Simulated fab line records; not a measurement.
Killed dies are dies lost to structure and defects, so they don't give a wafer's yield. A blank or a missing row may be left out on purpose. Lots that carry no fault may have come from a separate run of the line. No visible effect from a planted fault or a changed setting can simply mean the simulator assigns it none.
fab line records | flow sky130
record: lots: 14 wafers: 42 lastDay: 50
route steps=708 shown SONOS_ONO@185 GATE_OXIDE@197 RES_PROTECT@214 LDD_N@245
lots with no fault: from the same line, run without faults
startH: the number of hours between the record's first day and the start of the first shown wafer of the lot | waitH: time in hours since the lot's previous step | " as in the row above | L1.1+2: a single row standing in for several wafers | - no value present, or no start provided | * or withheld: withheld | < > ~ a bound
route shown NAME@n: NAME is a module with steps in the file, n the number in the route of the first one | usual: average and standard deviation across the fault-free wafers | same: alike in all rows | chamber/n: place in a boat | sites: readings site by site | _std_site: standard deviation across them | _edge_site: mean of outer sites minus mean of inner sites | radiusMm: how far each site lies from the wafer's centre | mask NAME#n: copy n | behind: the most recent tool/chamber to have shaped the wafer | hold: the reason the lot was held/the length of the hold in hours/how it ended | device: names the non-switching transistor (n, p or np) | end of line: the route-end tests of the same wafers | step lacking rows: just its recipe | killed: not the wafer's yield, but the dies lost to structure and defects at the first sort | map: shows each die of a wafer: x if killed, . if not, _ if none is there
set.NAME: setting as actually run; set.NAME@STEP: the setting as run at that earlier step | model.NAME: the simulator's own value behind a step, which no gauge read
steps of the route over a sample of lots; a table a step, a row a wafer
services: the hour from which a tool's chamber was out of use, counted from the record's first day as startH (under 0 if before that day), plus the number of hours and why
== steps ==
step: SKY_SONOS_ONO_STRIP_17
recipe: chemistry: O2/N2 powerW: 1400 pressureMtorr: 1500 platenTempC: withheld o2FlowSccm: 3000 n2FlowSccm: 300 overashFraction: 0.5
usual: drypumpMotorCurrentA: 5.77/0.29 oesProductAu: 0.709/0.0045 stripTimeToEndpointS: 14.08/0.045
columns lot.wafer tool chamber startH waitH drypumpMotorCurrentA oesProductAu rfHoursCounterH stripTimeToEndpointS
L226.1 plasmaAsher-04 1 286.55 0.0 6.01 0.717 61 14.10
L226.3 " 1 " " 6.00 0.712 - 14.07
L226.5 " 0 " " 5.59 0.704 - 14.05
L228.2 plasmaAsher-04 0 300.20 0.0 5.59 0.712 63 14.05
L228.3 " 1 " " 6.01 0.710 - 14.09
L228.4 " 0 " " 5.57 0.712 - 14.11
L229.2 plasmaAsher-02 1 315.13 0.0 6.16 0.708 51 14.06
L229.4 " 1 " " 6.17 0.712 - 14.09
L229.6 " 0 " " 5.33 0.706 - 14.07
L232.2 plasmaAsher-04 0 328.99 0.0 5.60 0.707 65 14.09
L232.4 " 1 " " 5.98 0.713 - 14.11
L232.5 " 0 " " 5.58 0.714 - 14.07
L233.1 plasmaAsher-04 0 332.49 0.0 5.60 0.704 66 14.06
L233.2 " 1 " " 6.02 0.716 66 14.11
L233.6 " 1 " " 6.01 0.712 - 14.09
L234.1 plasmaAsher-02 1 345.69 0.0 6.14 0.701 53 14.05
L234.4 " 1 " " 6.17 0.705 - 14.06
L234.6 " 1 " " 6.16 0.708 - 14.06
L235.1 plasmaAsher-04 1 349.98 0.0 5.99 0.714 68 14.09
L235.4 " 1 " " 5.98 0.697 - 14.10
L235.6 " 1 " " 5.99 0.710 - 14.07
L236.1 plasmaAsher-02 1 372.79 0.0 6.17 0.707 56 14.03
L236.2 " 0 " " 5.35 0.709 56 14.03
L236.6 " 0 " " 5.33 0.718 - 14.01
L240.1 plasmaAsher-04 0 406.14 0.0 5.59 0.702 73 13.97
L240.3 " 1 " " 6.00 0.714 - 13.96
L240.5 " 1 " " 6.00 0.712 - 13.96
L243.2 plasmaAsher-02 0 421.00 0.0 5.33 0.712 61 14.07
L243.5 " 1 " " 6.15 0.716 - 14.07
L243.6 " 0 " " 5.32 0.704 - 14.04
L245.1 plasmaAsher-01 1 430.29 0.0 5.73 0.719 0 14.06
L245.3 " 0 " " 5.82 0.708 - 14.00
L245.6 " 0 " " 5.82 0.719 - 14.04
L247.3 plasmaAsher-02 1 456.01 0.0 6.17 0.703 - 14.07
L247.5 " 1 " " 6.17 0.711 - 14.10
L247.6 " 0 " " 5.33 0.712 - 14.06
L248.3 plasmaAsher-01 1 462.52 0.0 5.69 0.710 - 14.06
L248.5 " 0 " " 5.83 0.713 - 14.08
L248.6 " 1 " " 5.70 0.709 - 14.09
L249.2 plasmaAsher-02 1 471.22 0.0 6.16 0.709 66 14.07
L249.4 " 1 " " 6.17 0.703 - 14.08
L249.6 " 1 " " 6.16 0.709 - 14.07
step: SKY_GATE_OXIDE_OVL_MEAS_10
usual: GATE_OXIDE_OVL: 0.5/1.4
columns lot.wafer tool chamber startH waitH GATE_OXIDE_OVL[nm]
L226.1 overlay-01 - 316.52 0.1 0.7
L226.3 " - " " 1.7
L226.5 " - " " 3.1
L228.2 overlay-01 - 327.58 0.1 1.1
L228.3 " - " " 0.6
L228.4 " - " " -0.9
L229.2 overlay-02 - 343.97 0.1 -0.7
L229.4 " - " " 0.7
L229.6 " - " " 2.8
L232.2 overlay-01 - 360.52 0.1 2.4
L232.4 " - " " 1.7
L232.5 " - " " 0.2
L233.1 overlay-02 - 360.77 0.1 1.6
L233.2 " - " " -0.1
L233.6 " - " " -2.3
L234.1 overlay-01 - 380.17 0.1 -0.5
L234.4 " - " " -1.6
L234.6 " - " " 2.4
L235.1 overlay-02 - 380.46 0.1 2.6
L235.4 " - " " -0.4
L235.6 " - " " 2.8
L236.1 overlay-01 - 406.27 0.1 -0.2
L236.2 " - " " -0.7
L236.6 " - " " 0.9
L240.1 overlay-01 - 444.42 0.1 0.0
L240.3 " - " " 1.1
L240.5 " - " " 1.4
L243.2 overlay-02 - 454.22 0.1 1.1
L243.5 " - " " -0.8
L243.6 " - " " -1.6
L245.1 overlay-02 - 463.77 0.1 0.3
L245.3 " - " " -1.2
L245.6 " - " " -0.1
L247.3 overlay-02 - 487.97 0.1 1.0
L247.5 " - " " 3.1
L247.6 " - " " 2.1
L248.3 overlay-01 - 495.87 0.1 0.8
L248.5 " - " " -1.6
L248.6 " - " " -0.9
L249.2 overlay-01 - 503.22 0.1 -1.6
L249.4 " - " " -0.2
L249.6 " - " " 0.7
step: SKY_RES_PROTECT_STRIP_07
recipe: chemistry: O2/N2 powerW: 1400 pressureMtorr: 1500 platenTempC: withheld o2FlowSccm: 3000 n2FlowSccm: 300 overashFraction: 0.5
usual: drypumpMotorCurrentA: 5.7/0.35 oesProductAu: 0.517/0.0047 stripTimeToEndpointS: 23.27/0.038
columns lot.wafer tool chamber startH waitH drypumpMotorCurrentA oesProductAu rfHoursCounterH stripTimeToEndpointS
L228.2 plasmaAsher-03 1 372.08 0.1 5.3 0.526 22 23.25
L228.3 " 1 " " 5.3 0.514 - 23.23
L228.4 " 0 " " 6.0 0.513 - 23.21
L226.1 plasmaAsher-02 1 372.38 0.1 6.2 0.519 56 23.32
L226.3 " 0 " " 5.3 0.525 - 23.36
L226.5 " 0 " " 5.3 0.519 - 23.30
L229.2 plasmaAsher-02 1 378.22 0.1 6.2 0.509 57 23.32
L229.4 " 0 " " 5.3 0.510 - 23.33
L229.6 " 0 " " 5.3 0.506 - 23.35
L233.1 plasmaAsher-03 1 395.37 0.1 5.3 0.520 25 23.25
L233.2 " 0 " " 6.1 0.518 25 23.24
L233.6 " 0 " " 6.0 0.518 - 23.27
L232.2 plasmaAsher-01 1 395.58 0.1 5.7 0.514 69 23.24
L232.4 " 0 " " 5.8 0.512 - 23.28
L232.5 " 1 " " 5.7 0.521 - 23.31
L235.1 plasmaAsher-03 0 415.93 0.1 6.0 0.514 27 23.28
L235.4 " 1 " " 5.3 0.525 - 23.28
L235.6 " 1 " " 5.3 0.510 - 23.30
L234.1 plasmaAsher-01 1 416.17 0.1 5.7 0.515 71 23.28
L234.4 " 1 " " 5.7 0.517 - 23.21
L234.6 " 1 " " 5.7 0.521 - 23.25
L236.1 plasmaAsher-03 1 448.63 0.1 5.3 0.524 30 23.28
L236.2 " 0 " " 6.1 0.514 30 23.28
L236.6 " 1 " " 5.3 0.520 - 23.30
L240.1 plasmaAsher-03 0 478.43 0.1 6.0 0.521 33 23.33
L240.3 " 1 " " 5.3 0.521 - 23.32
L240.5 " 0 " " 6.0 0.515 - 23.30
L243.2 plasmaAsher-03 0 489.52 0.1 6.0 0.514 34 23.26
L243.5 " 1 " " 5.3 0.514 - 23.30
L243.6 " 0 " " 6.0 0.522 - 23.22
L245.1 plasmaAsher-01 1 497.68 0.1 5.7 0.510 7 23.24
L245.3 " 1 " " 5.7 0.516 - 23.31
L245.6 " 0 " " 5.8 0.522 - 23.27
L247.3 plasmaAsher-02 0 521.81 0.1 5.3 0.514 - 23.30
L247.5 " 1 " " 6.2 0.513 - 23.29
L247.6 " 0 " " 5.3 0.520 - 23.32
L248.3 plasmaAsher-02 1 528.00 0.1 6.2 0.513 - 23.35
L248.5 " 0 " " 5.3 0.509 - 23.34
L248.6 " 1 " " 6.2 0.516 - 23.34
L249.2 plasmaAsher-01 1 535.92 0.1 5.7 0.528 11 23.29
L249.4 " 1 " " 5.7 0.523 - 23.30
L249.6 " 0 " " 5.9 0.517 - 23.30
step: SKY_LDD_N_IMPLANT_08
recipe: species: As energyKev: 20 doseCm2: 7.5e+13 tiltDeg: withheld rotationDeg: 23
usual: beamEnergyKeV: 20.000/0.0069 beamOnS: 10.00/0.23 implantIonAmu: 75/0 rotationDeg: 22.999/0.021
columns lot.wafer tool chamber startH waitH beamEnergyKeV beamOnS implantIonAmu rotationDeg
L228.2 implanter-02 0 438.13 0.0 20.005 9.94 75 23.007
L228.3 " 0 " " 20.006 10.26 75 23.017
L228.4 " 0 " " 20.013 10.13 75 23.037
L226.1 implanter-03 0 438.42 0.0 19.996 10.11 75 22.962
L226.3 " 0 " " 20.006 9.89 75 22.985
L226.5 " 0 " " 20.005 10.18 75 22.992
L229.2 implanter-02 0 447.32 0.0 20.013 9.75 75 23.034
L229.4 " 0 " " 20.008 9.87 75 23.040
L229.6 " 0 " " 20.012 9.81 75 23.014
L233.1 implanter-04 0 461.35 0.0 20.011 9.89 75 23.013
L233.2 " 0 " " 20.004 10.49 75 22.995
L233.6 " 0 " " 20.005 10.45 75 23.002
L232.2 implanter-02 - 461.49 0.0 - - - -
L232.4 " - " " - - - -
L232.5 " - " " - - - -
L235.1 implanter-02 - 481.15 0.0 - - - -
L235.4 " - " " - - - -
L235.6 " - " " - - - -
L234.1 implanter-02 0 483.67 0.0 20.007 10.22 75 22.967
L234.4 " 0 " " 20.005 9.81 75 22.984
L234.6 " 0 " " 19.995 9.62 75 22.999
L236.1 implanter-03 0 518.21 0.0 19.998 10.16 75 23.014
L236.2 " 0 " " 19.993 10.18 75 23.055
L236.6 " 0 " " 19.992 9.79 75 23.016
L240.1 implanter-04 0 543.50 0.0 20.001 9.70 75 22.980
L240.3 " 0 " " 20.003 10.04 75 23.013
L240.5 " 0 " " 20.005 9.96 75 23.021
L243.2 implanter-02 0 553.62 0.0 19.994 10.12 75 22.998
L243.5 " 0 " " 19.998 10.05 75 23.012
L243.6 " 0 " " 19.999 9.82 75 22.997
L245.1 implanter-02 0 559.40 0.0 19.991 9.98 75 23.015
L245.3 " 0 " " 19.999 10.14 75 22.962
L245.6 " 0 " " 20.005 9.96 75 23.009
L247.3 implanter-02 0 590.11 0.1 19.998 10.09 75 22.984
L247.5 " 0 " " 20.001 10.02 75 22.999
L247.6 " 0 " " 20.005 9.63 75 23.007
L248.3 implanter-02 0 591.57 0.1 20.007 10.02 75 22.996
L248.5 " 0 " " 19.996 10.02 75 22.983
L248.6 " 0 " " 19.999 9.73 75 22.983
L249.2 implanter-03 0 599.44 0.0 19.997 10.12 75 22.986
L249.4 " 0 " " 19.995 10.21 75 23.007
L249.6 " 0 " " 19.990 10.15 75 23.021
step: SKY_LDD_N_STRIP_16
recipe: chemistry: O2/N2 powerW: 1400 pressureMtorr: 1500 platenTempC: withheld o2FlowSccm: 3000 n2FlowSccm: 300 overashFraction: 0.5
usual: drypumpMotorCurrentA: 5.77/0.29 oesProductAu: 0.406/0.0043 stripTimeToEndpointS: 4.319/0.013
columns lot.wafer tool chamber startH waitH drypumpMotorCurrentA oesProductAu rfHoursCounterH stripTimeToEndpointS
L228.2 plasmaAsher-01 1 439.31 0.1 5.72 0.407 1 4.334
L228.3 " 1 " " 5.72 0.407 - 4.313
L228.4 " 0 " " 5.81 0.394 - 4.315
L226.1 plasmaAsher-02 0 439.67 0.2 5.32 0.409 63 4.293
L226.3 " 1 " " 6.16 0.408 - 4.324
L226.5 " 1 " " 6.16 0.403 - 4.319
L229.2 plasmaAsher-04 0 448.50 0.1 5.58 0.409 77 4.310
L229.4 " 0 " " 5.59 0.404 - 4.295
L229.6 " 1 " " 6.01 0.409 - 4.304
L233.1 plasmaAsher-02 0 462.55 0.1 5.31 0.397 65 4.329
L233.2 " 1 " " 6.16 0.404 65 4.318
L233.6 " 1 " " 6.19 0.413 - 4.313
L232.2 plasmaAsher-01 1 462.67 0.1 5.68 0.411 3 4.150
L232.4 " 0 " " 5.86 0.409 - 4.156
L232.5 " 1 " " 5.68 0.417 - 4.140
L235.1 plasmaAsher-02 1 482.35 0.1 6.15 0.407 67 4.127
L235.4 " 0 " " 5.32 0.408 - 4.145
L235.6 " 1 " " 6.20 0.410 - 4.140
L234.1 plasmaAsher-04 0 484.87 0.1 5.58 0.405 81 4.340
L234.4 " 0 " " 5.58 0.405 - 4.313
L234.6 " 0 " " 5.58 0.410 - 4.328
L236.1 plasmaAsher-02 0 519.41 0.1 5.31 0.404 71 4.322
L236.2 " 1 " " 6.14 0.406 71 4.324
L236.6 " 1 " " 6.19 0.400 - 4.314
L240.1 plasmaAsher-02 0 544.70 0.1 5.32 0.410 73 4.305
L240.3 " 1 " " 6.14 0.409 - 4.330
L240.5 " 1 " " 6.12 0.407 - 4.326
L243.2 plasmaAsher-04 1 554.80 0.1 6.02 0.401 88 4.310
L243.5 " 0 " " 5.59 0.408 - 4.306
L243.6 " 1 " " 6.02 0.409 - 4.337
L245.1 plasmaAsher-01 0 560.60 0.1 5.85 0.402 13 4.321
L245.3 " 0 " " 5.84 0.412 - 4.326
L245.6 " 1 " " 5.73 0.401 - 4.315
L247.3 plasmaAsher-04 1 591.29 0.1 6.01 0.407 - 4.305
L247.5 " 1 " " 6.01 0.415 - 4.295
L247.6 " 0 " " 5.58 0.406 - 4.303
L248.3 plasmaAsher-02 0 592.75 0.1 5.34 0.405 - 4.322
L248.5 " 1 " " 6.16 0.413 - 4.345
L248.6 " 0 " " 5.35 0.401 - 4.319
L249.2 plasmaAsher-01 0 600.62 0.1 5.86 0.411 17 4.315
L249.4 " 1 " " 5.71 0.415 - 4.314
L249.6 " 1 " " 5.69 0.406 - 4.332
step: SKY_LDD_N_TW_MEAS_17
usual: LDD_N_TW: 2574/14
columns lot.wafer tool chamber startH waitH LDD_N_TW
L228.2 filmMetro-03 - 439.42 0.1 2580
L228.3 " - " " 2582
L228.4 " - " " 2570
L226.1 filmMetro-02 - 439.77 0.1 2547
L226.3 " - " " 2580
L226.5 " - " " 2550
L229.2 filmMetro-03 - 448.61 0.1 2564
L229.4 " - " " 2575
L229.6 " - " " 2570
L233.1 filmMetro-02 - 462.65 0.1 2541
L233.2 " - " " 2558
L233.6 " - " " 2533
L232.2 filmMetro-03 - 462.78 0.1 2441
L232.4 " - " " 2439
L232.5 " - " " 2440
L235.1 filmMetro-03 - 482.45 0.1 2457
L235.4 " - " " 2436
L235.6 " - " " 2451
L234.1 filmMetro-01 - 484.97 0.1 2603
L234.4 " - " " 2592
L234.6 " - " " 2564
L236.1 filmMetro-03 - 519.51 0.1 2580
L236.2 " - " " 2583
L236.6 " - " " 2573
L240.1 filmMetro-03 - 544.80 0.1 2580
L240.3 " - " " 2585
L240.5 " - " " 2570
L243.2 filmMetro-01 - 554.91 0.1 2572
L243.5 " - " " 2587
L243.6 " - " " 2573
L245.1 filmMetro-01 - 560.70 0.1 2590
L245.3 " - " " 2580
L245.6 " - " " 2568
L247.3 filmMetro-03 - 591.38 0.1 2576
L247.5 " - " " 2564
L247.6 " - " " 2583
L248.3 filmMetro-01 - 592.84 0.1 2581
L248.5 " - " " 2578
L248.6 " - " " 2581
L249.2 filmMetro-01 - 600.73 0.1 2570
L249.4 " - " " 2594
L249.6 " - " " 2587
== services ==
columns tool chamber startH hours kind
plasmaAsher-03 - 275.73 1.2 repair
implanter-03 - 288.14 3.5 repair
implanter-03 - 319.81 1.9 repair
implanter-04 - 347.87 2.4 pm
implanter-03 - 356.48 2.0 repair
implanter-03 - 362.99 46.1 repair
plasmaAsher-04 - 371.99 1.5 repair
plasmaAsher-01 - 421.25 9.0 pm
plasmaAsher-01 0 421.25 9.0 ventCycle
plasmaAsher-01 1 421.25 9.0 ventCycle
plasmaAsher-04 - 421.81 2.0 repair
implanter-02 - 428.85 1.5 repair
plasmaAsher-01 0 430.25 - clean
plasmaAsher-01 1 430.25 - clean
implanter-04 - 433.40 4.1 repair
implanter-03 - 442.35 4.3 pm
plasmaAsher-02 - 448.25 2.8 pm
plasmaAsher-04 - 494.87 1.0 repair
implanter-04 - 532.23 3.4 repair
implanter-03 - 583.00 14.2 pm
implanter-02 - 597.45 4.5 pm
== key ==
firstSign: step: SKY_LDD_N_IMPLANT_08 reading: toolRecord direction: missing
effect: step: SKY_LDD_N_STRIP_16 reading: stripTimeToEndpointS direction: down sigmas: 13 usual: * struck: *
effect: step: SKY_LDD_N_TW_MEAS_17 reading: LDD_N_TW direction: down sigmas: 9.2 usual: 2574 struck: 2444
metAt SKY_LDD_N_IMPLANT_08
struckLots L232,L235
laterRowsLeftOut L232.2,L232.4,L232.5,L235.1,L235.4,L235.6
sortLeftOut L232.2,L232.4,L232.5,L235.1,L235.4,L235.6
testerLeftOut L232,L235
notActingAt SKY_SONOS_ONO_STRIP_17,SKY_GATE_OXIDE_OVL_MEAS_10,SKY_RES_PROTECT_STRIP_07
onsetBetween 447.32 461.49
fault: kind: skippedStepWhole tool: implanter-02 chamber: - onsetH: 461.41 steps: SKY_LDD_N_IMPLANT_08 scope: struckLotsOnly
testerLeftOut: of these lots the tester's yield and bins aren't shown, on N5 and GAA mostly nor the transistor test; their killed dies are dies lost to structure and defects alone, not to doping, threshold or leakage, so they don't give the yield
sortLeftOut: the simulated sort isn't trusted on such a fault, so these wafers' sort isn't shown, and their yield isn't known
laterRowsLeftOut: the simulator's readings of these wafers behind a module that went badly wrong aren't trusted and aren't shown, but for the sort
